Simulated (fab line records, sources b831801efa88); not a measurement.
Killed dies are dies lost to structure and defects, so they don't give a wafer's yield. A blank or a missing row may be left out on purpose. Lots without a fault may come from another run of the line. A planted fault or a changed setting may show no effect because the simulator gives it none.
fab line records | flow sky130
record lots=14 wafers=42 last_day=50
route steps=708 shown METAL4@624 PAD_OPEN@708
lots that met no fault: from a run of the same line without faults
start_h: hours from the record's first day to the start of the lot's first wafer shown | wait_h: hours since the lot's step before | " the same as in the row above | L1.1+2: a row that stands for several wafers | - no value, or no start given | * or withheld: withheld | < > ~ a bound
route shown NAME@n: a module of which the file shows steps, and the number in the route of the first | usual: mean/standard deviation of fault-free wafers | same: alike in all rows | chamber/n: place in a boat | sites: the reading at each site | _std_site: their standard deviation | _edge_site: outer sites' mean less inner sites' | radius_mm: how far each site lies from the wafer's centre | mask NAME#n: copy n | behind: the tool/chamber that last shaped the wafer | hold: why the lot was held/for how many hours/how that ended | device: the transistor (n, p or np) that didn't switch | end of line: the same wafers' tests at the end of the route | a step without rows: its recipe alone | killed: dies lost to structure and defects at the first sort, not the wafer's yield | map: a wafer's dies, x killed, . not, _ none there
set.NAME: the setting as run; set.NAME@STEP: as run at that earlier step | model.NAME: the simulator's own value behind a step, which no gauge read
steps of the route over a sample of lots; a table a step, a row a wafer
services: from which hour (start_h, from the record's first day; less than 0 if before it) a tool's chamber was out of use, for how many hours, and why
## steps
# step SKY_METAL4_COAT_08
# recipe resist=KrF-thick spin_rpm=3000 resist_thk_nm=1140
# usual dispense_pressure_kPa=51.2/1.6
# columns lot.wafer tool chamber start_h wait_h dispense_pressure_kPa
L689.2 litho_track-03 0 968 - 51.0
L689.3 " 0 " " 51.1
L689.6 " 0 " " 51.0
L690.2 litho_track-03 0 976 - 51.0
L690.4 " 0 " " 51.0
L690.5 " 0 " " 51.1
L691.2 litho_track-01 0 985 - 53.8
L691.3 " 0 " " 53.8
L691.6 " 0 " " 53.8
L692.2 litho_track-01 0 997 - 53.7
L692.5 " 0 998 - 53.8
L692.6 " 0 " " 53.7
L693.1 litho_track-02 0 1004 - 49.5
L693.2 " 0 " " 49.6
L693.3 " 0 " " 49.5
L699.1 litho_track-01 0 1039 - 53.7
L699.5 " 0 " " 53.7
L699.6 " 0 1040 - 53.8
L700.1 litho_track-01 0 1048 - 53.8
L700.4 " 0 " " 53.8
L700.6 " 0 " " 53.8
L703.1 litho_track-03 0 1064 - 51.0
L703.3 " 0 " " 51.1
L703.6 " 0 1065 - 51.1
L705.2 litho_track-03 0 1084 - 51.1
L705.3 " 0 " " 51.0
L705.4 " 0 " " 51.1
L706.1 litho_track-03 0 1085 - 51.1
L706.5 " 0 " " 51.1
L706.6 " 0 " " 51.1
L708.1 litho_track-02 0 1101 - 49.6
L708.5 " 0 " " 49.5
L708.6 " 0 " " 49.6
L709.1 litho_track-02 0 1102 - 49.6
L709.2 " 0 " " 49.5
L709.4 " 0 " " 49.5
L710.1 litho_track-02 0 1109 - 49.5
L710.4 " 0 " " 49.5
L710.6 " 0 " " 49.5
L712.4 litho_track-03 0 1115 - 51.1
L712.5 " 0 " " 51.1
L712.6 " 0 " " 51.1
# step SKY_METAL4_STRIP_19
# recipe chemistry=O2/N2 power_w=1400 pressure_mtorr=1500 platen_temp_c=withheld o2_flow_sccm=3000 n2_flow_sccm=300 overash_fraction=0.5
# usual drypump_motor_current_A=5.7/0.47 oes_product_au=0.502/0.007 strip_time_to_endpoint_s=6.53/0.13
# columns lot.wafer tool chamber start_h wait_h drypump_motor_current_A oes_product_au rf_hours_counter_h strip_time_to_endpoint_s
L689.2 plasma_asher-01 1 981.22 0.1 5.4 0.499 123 6.41
L689.3 " 1 " " 5.4 0.499 - 6.44
L689.6 " 0 " " 5.3 0.504 - 6.39
L690.2 plasma_asher-03 0 988.74 0.1 5.7 0.490 57 6.43
L690.4 " 1 " " 6.7 0.499 - 6.49
L690.5 " 1 " " 6.7 0.503 - 6.49
L691.2 plasma_asher-01 0 997.67 0.1 5.2 0.503 125 6.63
L691.3 " 0 " " 5.3 0.492 - 6.38
L691.6 " 1 " " 5.4 0.494 - 6.38
L692.2 plasma_asher-02 1 1010.41 0.2 5.6 0.494 77 6.41
L692.5 " 0 " " 5.6 0.491 - 6.41
L692.6 " 1 " " 5.6 0.497 - 6.40
L693.1 plasma_asher-01 1 1016.35 0.1 5.4 0.513 127 6.66
L693.2 " 0 " " 5.3 0.492 127 6.38
L693.3 " 1 " " 5.5 0.496 - 6.40
L699.1 plasma_asher-01 1 1052.07 0.1 5.5 0.543 130 7.56
L699.5 " 1 " " 5.4 0.535 - 7.30
L699.6 " 0 " " 5.2 0.543 - 7.53
L700.1 plasma_asher-02 1 1060.59 0.1 5.6 0.545 82 7.53
L700.4 " 1 " " 5.6 0.536 - 7.31
L700.6 " 1 " " 5.6 0.548 - 7.51
L703.1 plasma_asher-02 0 1076.47 0.1 5.6 0.506 84 6.42
L703.3 " 0 " " 5.6 0.501 - 6.37
L703.6 " 0 " " 5.6 0.494 - 6.39
L705.2 plasma_asher-01 0 1095.97 0.1 5.3 0.501 3 6.49
L705.3 " 0 " " 5.3 0.489 - 6.49
L705.4 " 1 " " 5.5 0.512 - 6.78
L706.1 plasma_asher-01 0 1096.39 0.1 5.3 0.504 3 6.69
L706.5 " 1 " " 5.5 0.514 - 6.68
L706.6 " 0 " " 5.3 0.499 - 6.37
L708.1 plasma_asher-03 0 1112.22 0.1 5.7 0.507 70 6.62
L708.5 " 1 " " 6.7 0.506 - 6.65
L708.6 " 0 " " 5.7 0.500 - 6.70
L709.1 plasma_asher-03 1 1113.37 0.1 6.6 0.498 70 6.34
L709.2 " 0 " " 5.7 0.505 70 6.49
L709.4 " 1 " " 6.7 0.499 - 6.35
L710.1 plasma_asher-01 1 1120.69 0.1 5.4 0.504 6 6.44
L710.4 " 0 " " 5.3 0.487 - 6.42
L710.6 " 1 " " 5.4 0.497 - 6.35
L712.4 plasma_asher-01 1 1126.44 0.1 5.4 0.509 - 6.73
L712.5 " 1 " " 5.4 0.509 - 6.73
L712.6 " 0 " " 5.3 0.499 - 6.35
# step SKY_PAD_OPEN_PROBE_99
# usual defect_limited_yield=82.6/1.9 killed_at_M0_to_M3=42/7 killed_at_M4_up=3.2/1.6 killed_at_contacts=24/5.8 killed_at_front_end=16/4.3 killed_at_other=0.3/0.62 killed_dies=86/9.5 killed_open=46/6.4 killed_short=39/6.3 sort_bin_3_pad_short=0.9/0.43 sort_bin_5_function=10.5/1.4 sort_bin_6_memory=6.1/1.2 sort_n_pass=406/9.5 sort_yield_pct=82.6/1.9
# same gross_dies=492 killed_at_back_side=0 sort_bin_4_leakage[%]=0 sort_bin_8_speed[%]=0
# columns lot.wafer tool chamber start_h wait_h defect_limited_yield[%] killed_at_M0_to_M3 killed_at_M4_up killed_at_contacts killed_at_front_end killed_at_other killed_dies killed_open killed_short sort_bin_3_pad_short[%] sort_bin_5_function[%] sort_bin_6_memory[%] sort_n_pass sort_yield_pct[%]
L692.2 prober-01 - 1102.87 0.1 84.8 38 1 13 23 0 75 43 32 0 10.4 4.9 417 84.8
L692.5 prober-01 - 1103.02 0.2 81.7 37 3 23 25 2 90 52 38 0.4 11.6 6.3 402 81.7
L692.6 prober-01 - 1103.07 0.2 79.1 56 2 24 21 0 103 60 41 1.8 13.0 6.1 389 79.1
L699.1 prober-02 - 1140.16 0.1 82.7 49 2 22 12 0 85 44 41 0.6 11.4 5.3 407 82.7
L699.5 prober-02 - 1140.36 0.2 83.1 46 4 19 13 1 83 46 37 0 11.2 5.7 409 83.1
L699.6 prober-02 - 1140.41 0.2 82.7 52 2 14 17 0 85 48 37 1.0 11.2 5.1 407 82.7
L703.1 prober-02 - 1160.26 0.1 83.1 36 0 33 13 1 83 53 30 0.4 10.2 6.3 409 83.1
L703.3 prober-02 - 1160.36 0.2 82.9 42 5 26 11 0 84 48 35 0.6 9.1 7.3 408 82.9
L703.6 prober-02 - 1160.51 0.2 79.1 42 3 38 20 0 103 53 48 1.0 13.8 6.1 389 79.1
L705.2 prober-02 - 1173.61 0.1 82.3 55 4 19 9 0 87 44 43 1.2 10.4 6.1 405 82.3
L705.3 prober-02 - 1173.66 0.2 85.4 33 3 21 15 0 72 46 26 0.6 9.8 4.3 420 85.4
L705.4 prober-02 - 1173.71 0.2 81.3 47 2 23 19 1 92 47 45 1.0 11.0 6.7 400 81.3
L706.1 prober-01 - 1174.60 0.1 82.9 37 3 23 21 0 84 43 41 0.4 10.6 6.1 408 82.9
L706.5 prober-01 - 1174.80 0.2 84.1 39 2 29 7 1 78 37 40 1.2 10.2 4.5 414 84.1
L706.6 prober-01 - 1174.85 0.2 83.1 46 2 23 11 1 83 53 30 0.6 9.8 6.5 409 83.1
L709.1 prober-02 - 1188.81 0.1 84.3 42 2 14 18 1 77 38 39 0.2 10.2 5.3 415 84.3
L709.2 prober-02 - 1188.86 0.1 83.1 40 1 23 19 0 83 42 41 0.4 9.8 6.7 409 83.1
L709.4 prober-02 - 1188.96 0.2 82.7 48 4 16 17 0 85 51 34 0.2 11.8 5.3 407 82.7
L710.1 prober-01 - 1193.97 0.1 85.4 32 3 20 16 1 72 35 37 1.0 8.1 5.5 420 85.4
L710.4 prober-01 - 1194.12 0.2 82.5 48 2 20 16 0 86 46 40 0.6 8.1 8.7 406 82.5
L710.6 prober-01 - 1194.22 0.2 82.7 42 0 29 14 0 85 45 39 0.4 11.6 5.3 407 82.7
L712.4 prober-01 - 1200.96 0.2 82.1 38 5 31 14 0 88 37 51 0.8 10.8 6.3 404 82.1
L712.5 prober-01 - 1201.01 0.2 86.2 33 2 25 7 1 68 43 25 0.2 8.9 4.7 424 86.2
L712.6 prober-01 - 1201.06 0.2 86.2 31 2 22 12 1 68 39 29 0.2 6.5 7.1 424 86.2
# killed by level:class
L692.2 VIA1:geometric_particle:open=9 VIA3:geometric_particle:open=9 METAL1:geometric_particle:short=7 VIA2:geometric_particle:open=6 FIELD_ISO:geometric_particle:short=5 POLY_GATE:geometric_particle:open=5 FIELD_ISO:geometric_particle:open=4 CONTACT:geometric_particle:short=4
L692.5 CONTACT:geometric_particle:open=12 FIELD_ISO:geometric_particle:short=6 LI_CONTACT:geometric_particle:open=6 FIELD_ISO:geometric_particle:open=5 POLY_GATE:geometric_particle:short=5 VIA3:geometric_particle:open=5 VIA1:geometric_particle:open=5 VIA2:geometric_particle:open=5
L692.6 VIA3:geometric_particle:open=16 LI_CONTACT:geometric_particle:open=10 METAL2:geometric_particle:short=7 CONTACT:geometric_particle:open=7 FIELD_ISO:geometric_particle:open=6 VIA1:geometric_particle:open=5 VIA2:geometric_particle:open=5 METAL1:geometric_particle:short=4
L699.1 VIA1:geometric_particle:open=13 LI_CONTACT:geometric_particle:open=10 LOCAL_INTERCONNECT:geometric_particle:short=8 VIA1:geometric_particle:short=6 VIA3:geometric_particle:open=6 VIA2:geometric_particle:open=6 METAL1:geometric_particle:short=5 METAL2:geometric_particle:short=5
L699.5 VIA2:geometric_particle:open=10 METAL1:geometric_particle:short=10 LI_CONTACT:geometric_particle:open=8 VIA1:geometric_particle:open=7 VIA3:geometric_particle:open=7 CONTACT:geometric_particle:open=6 LOCAL_INTERCONNECT:geometric_particle:short=5 POLY_GATE:geometric_particle:open=5
L699.6 METAL1:geometric_particle:short=11 VIA1:geometric_particle:open=10 VIA2:geometric_particle:open=8 VIA3:geometric_particle:open=7 LI_CONTACT:geometric_particle:open=6 METAL2:geometric_particle:short=6 POLY_GATE:geometric_particle:open=4 CONTACT:geometric_particle:open=4
L703.1 VIA1:geometric_particle:open=12 LI_CONTACT:geometric_particle:open=11 CONTACT:geometric_particle:open=9 VIA2:geometric_particle:open=5 LOCAL_INTERCONNECT:geometric_particle:short=5 POLY_GATE:geometric_particle:open=4 LI_CONTACT:geometric_particle:short=4 METAL1:geometric_particle:open=4
L703.3 VIA1:geometric_particle:open=13 CONTACT:geometric_particle:open=9 VIA2:geometric_particle:open=8 CONTACT:geometric_particle:short=6 LOCAL_INTERCONNECT:geometric_particle:short=5 VIA3:geometric_particle:open=5 POLY_GATE:geometric_particle:open=4 LI_CONTACT:geometric_particle:open=4
L703.6 CONTACT:geometric_particle:open=15 METAL2:geometric_particle:short=8 VIA2:geometric_particle:open=8 CONTACT:geometric_particle:short=7 VIA1:geometric_particle:short=7 VIA3:geometric_particle:open=7 LOCAL_INTERCONNECT:geometric_particle:short=6 LI_CONTACT:geometric_particle:open=6
L705.2 VIA3:geometric_particle:open=10 VIA1:geometric_particle:open=8 VIA1:geometric_particle:short=8 VIA2:geometric_particle:open=8 METAL1:geometric_particle:short=7 LI_CONTACT:geometric_particle:open=6 CONTACT:geometric_particle:open=5 METAL2:geometric_particle:short=5
L705.3 VIA1:geometric_particle:open=10 CONTACT:geometric_particle:open=7 FIELD_ISO:geometric_particle:open=6 VIA2:geometric_particle:open=5 VIA3:geometric_particle:open=5 POLY_GATE:geometric_particle:open=4 LI_CONTACT:geometric_particle:short=4 LI_CONTACT:geometric_particle:open=4
L705.4 METAL1:geometric_particle:short=8 VIA3:geometric_particle:open=8 LI_CONTACT:geometric_particle:open=7 CONTACT:geometric_particle:open=7 VIA1:geometric_particle:open=7 VIA2:geometric_particle:open=7 FIELD_ISO:geometric_particle:open=5 SPACER:geometric_particle:short=5
L706.1 FIELD_ISO:geometric_particle:short=8 VIA2:geometric_particle:open=8 LI_CONTACT:geometric_particle:open=7 LOCAL_INTERCONNECT:geometric_particle:short=7 VIA1:geometric_particle:open=7 CONTACT:geometric_particle:open=5 METAL2:geometric_particle:short=5 VIA3:geometric_particle:open=5
L706.5 CONTACT:geometric_particle:open=9 CONTACT:geometric_particle:short=7 LI_CONTACT:geometric_particle:open=6 METAL2:geometric_particle:open=6 METAL2:geometric_particle:short=6 VIA1:geometric_particle:open=5 VIA2:geometric_particle:open=4 LI_CONTACT:geometric_particle:short=4
L706.6 VIA1:geometric_particle:open=14 CONTACT:geometric_particle:open=11 VIA3:geometric_particle:open=7 VIA2:geometric_particle:open=6 FIELD_ISO:geometric_particle:short=5 METAL2:geometric_particle:short=5 LI_CONTACT:geometric_particle:open=4 METAL1:geometric_particle:short=4
L709.1 VIA3:geometric_particle:open=8 METAL1:geometric_particle:short=7 FIELD_ISO:geometric_particle:open=6 FIELD_ISO:geometric_particle:short=6 LI_CONTACT:geometric_particle:open=5 CONTACT:geometric_particle:open=5 VIA2:geometric_particle:short=5 METAL3:geometric_particle:short=5
L709.2 LI_CONTACT:geometric_particle:open=11 VIA1:geometric_particle:open=9 FIELD_ISO:geometric_particle:short=7 CONTACT:geometric_particle:open=7 VIA3:geometric_particle:open=7 POLY_GATE:geometric_particle:short=5 METAL3:geometric_particle:short=5 METAL1:geometric_particle:short=5
L709.4 VIA1:geometric_particle:open=11 VIA2:geometric_particle:open=9 LI_CONTACT:geometric_particle:open=7 FIELD_ISO:geometric_particle:short=6 FIELD_ISO:geometric_particle:open=6 CONTACT:geometric_particle:open=6 METAL2:geometric_particle:short=6 VIA3:geometric_particle:open=5
L710.1 CONTACT:geometric_particle:open=9 METAL2:geometric_particle:short=7 LI_CONTACT:geometric_particle:open=5 FIELD_ISO:geometric_particle:short=4 CONTACT:geometric_particle:short=4 METAL1:geometric_particle:short=4 METAL2:geometric_particle:open=4 VIA2:geometric_particle:open=4
L710.4 VIA1:geometric_particle:open=12 CONTACT:geometric_particle:open=10 METAL2:geometric_particle:short=10 METAL1:geometric_particle:short=7 VIA2:geometric_particle:open=6 FIELD_ISO:geometric_particle:open=5 POLY_GATE:geometric_particle:short=4 LI_CONTACT:geometric_particle:open=4
L710.6 CONTACT:geometric_particle:open=14 VIA1:geometric_particle:open=9 CONTACT:geometric_particle:short=7 FIELD_ISO:geometric_particle:open=5 VIA1:geometric_particle:short=5 VIA2:geometric_particle:open=4 METAL2:geometric_particle:short=4 VIA3:geometric_particle:open=4
L712.4 LI_CONTACT:geometric_particle:open=8 CONTACT:geometric_particle:open=8 METAL2:geometric_particle:short=7 METAL1:geometric_particle:short=7 VIA1:geometric_particle:short=7 CONTACT:geometric_particle:short=6 VIA1:geometric_particle:open=6 POLY_GATE:geometric_particle:open=5
L712.5 CONTACT:geometric_particle:open=13 LI_CONTACT:geometric_particle:open=7 VIA3:geometric_particle:open=7 VIA2:geometric_particle:open=5 VIA3:geometric_particle:short=5 VIA1:geometric_particle:open=4 LI_CONTACT:geometric_particle:short=3 VIA1:geometric_particle:short=3
L712.6 CONTACT:geometric_particle:open=11 VIA2:geometric_particle:open=6 LI_CONTACT:geometric_particle:open=5 METAL2:geometric_particle:short=5 METAL3:geometric_particle:short=5 METAL1:geometric_particle:short=4 CONTACT:geometric_particle:short=4 FIELD_ISO:geometric_particle:open=3
## services
# columns tool chamber start_h hours kind
plasma_asher-02 - 979.35 2.6 repair
plasma_asher-03 - 997.20 2.8 pm
plasma_asher-01 - 1055.25 9.0 pm
plasma_asher-01 0 1055.25 9.0 vent_cycle
plasma_asher-01 1 1055.25 9.0 vent_cycle
plasma_asher-01 0 1064.25 - clean
plasma_asher-01 1 1064.25 - clean
plasma_asher-03 - 1073.86 1.0 repair
plasma_asher-02 - 1091.69 37.2 repair
## key
first_sign step=SKY_METAL4_STRIP_19 reading=strip_time_to_endpoint_s direction=up sigmas=7.2 usual=* struck=*
effect step=SKY_METAL4_STRIP_19 reading=oes_product_au direction=up sigmas=5.7 usual=0.502 struck=0.542
met_at SKY_METAL4_COAT_08
struck_lots L699,L700
onset_between 997 1039
fault kind=process_parameter_drift tool=litho_track-01 chamber=- onset_h=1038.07 steps=SKY_METAL4_COAT_08 channel=resist_thk_nm offset=88.018 shape=step end_h=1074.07 acts_in=these_recipes_only stated=1140
